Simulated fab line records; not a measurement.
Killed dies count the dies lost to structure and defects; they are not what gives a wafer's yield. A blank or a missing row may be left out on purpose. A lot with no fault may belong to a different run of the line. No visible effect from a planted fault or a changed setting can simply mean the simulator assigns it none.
Struck lot and sound lot, side by side    flow sky130    15 out of 708 route steps
Sound: these wafers, L772.1, L772.3, L772.5. The struck wafers were L779.1, L779.3, L779.6. Last of all comes the cause.
Per side, at each step with rows, come the tool, then ch with its chambers, and then its first start. Under that, the readings that differ: sound wafers    struck wafers    difference of the means    sigmas: that difference in standard deviations of wafers without a fault.
alike: a reading whose means differ by less than 2 such deviations, as well as words and numbers matching on both sides. not compared: withheld readings; readings where some wafer has no value; bounds like >300 that might hide an equal value; numbers whose values overlap and for which the record gives no deviation.
Wherever a step has rows on one side only, a row that says differs or no value, or a row with sigmas, the two part there. Non-overlapping numbers with no deviation appear without sigmas and do not part them. Lack of a reading on every wafer of one side parts them only where that side has two or more wafers.

SKY_METAL5_RS_MEAS_05: the measuring method here is four-point-probe.
  sound on filmMetro-02 at day 44 01:32; struck on filmMetro-02 at day 45 18:34
  alike: METAL5_ALCU_RS
SKY_METAL5_THK_MEAS_06: measures by xrf.
  sound on filmMetro-02 at day 44 01:40; struck on filmMetro-02 at day 45 18:41
  alike: METAL5_ALCU_THK
then, 7 steps without rows for these wafers: SKY_METAL5_DEHYDRATE_07 (time 60 s); SKY_METAL5_HMDS_08 (prime time 60 s); SKY_METAL5_COAT_09 (resist thk 1800 nm); SKY_METAL5_SOFTBAKE_10 (time 60 s); SKY_METAL5_EXPOSE_11 (exposes mask MM5, target cd 1600 nm); SKY_METAL5_PEB_12; SKY_METAL5_DEVELOP_13 (develop time 60 s).
SKY_METAL5_DESCUM_14: chemistry O2, time 11 s.
  sound on rieMetal-01 ch 0,1, day 44 23:57; struck on rieMetal-04 ch 0,1, day 46 15:17
  alike: drypumpMotorCurrentA, oesProductAu
  not compared: rfHoursCounterH
SKY_METAL5_METAL_ETCH_15: etches the open film in Cl2/BCl3, stops on SiO2, target depth 1260 nm, time 252 s.
  sound on rieMetal-01 ch 0,1, day 44 23:59; struck on rieMetal-04 ch 0,1, day 46 15:19
reading              sound              struck             difference  sigmas
bcl3FlowSccm (sccm)  30.02 29.98 29.99  30.18 30.22 30.14  +0.18       +2
  alike: drypumpMotorCurrentA, oesProductAu, throttleValvePct
  not compared: rfHoursCounterH
SKY_METAL5_STRIP_16: strips in O2/N2.
  sound on plasmaAsher-02 ch 0,1, day 45 00:13; struck on plasmaAsher-01 ch 0,1, day 46 15:33
  alike: chamberPressureMTorr, drypumpMotorCurrentA, oesProductAu, stripTimeToEndpointS
  not compared: rfHoursCounterH
SKY_METAL5_STRIP_17: strips in post etch residue remover, time 1200 s.
  sound on wetBench-01 ch 1, day 45 00:19; struck on wetBench-01 ch 3, day 46 15:39
  no value came back on the struck wafers for bathGuardTempC (C), bathHeatDutyPct (%); on the sound wafers bathGuardTempC (C) reads 73.0 73.1 73.4
then, 1 step without rows for these wafers: SKY_METAL5_CLEAN_18 (cleans in IPA, time 180 s).
SKY_PAD_OPEN_PROBE_99:
  sound on prober-01 at day 46 21:53; struck on prober-02 at day 48 09:18
reading                            sound                 struck               difference  sigmas
killedAtOther                      0 0 0                 1 1 1                +1          +2
model.etest.met5Comb.leakLog10AUm  -12.08 -11.76 -12.14  -11.61 -11.45 -11.7  +0.41       
  alike: defectLimitedYield, killed_at_M0_to_M3, killed_at_M4_up, killedAtContacts, killedAtFrontEnd, killedDies, killedOpen, killedShort, sort_bin_3_pad_short, sort_bin_5_function, sort_bin_6_memory, sortNPass, sortYieldPct

WHERE THEY PART
Earliest at SKY_METAL5_METAL_ETCH_15; latest, in this record, at SKY_PAD_OPEN_PROBE_99.

WHY: whatever the simulator had introduced
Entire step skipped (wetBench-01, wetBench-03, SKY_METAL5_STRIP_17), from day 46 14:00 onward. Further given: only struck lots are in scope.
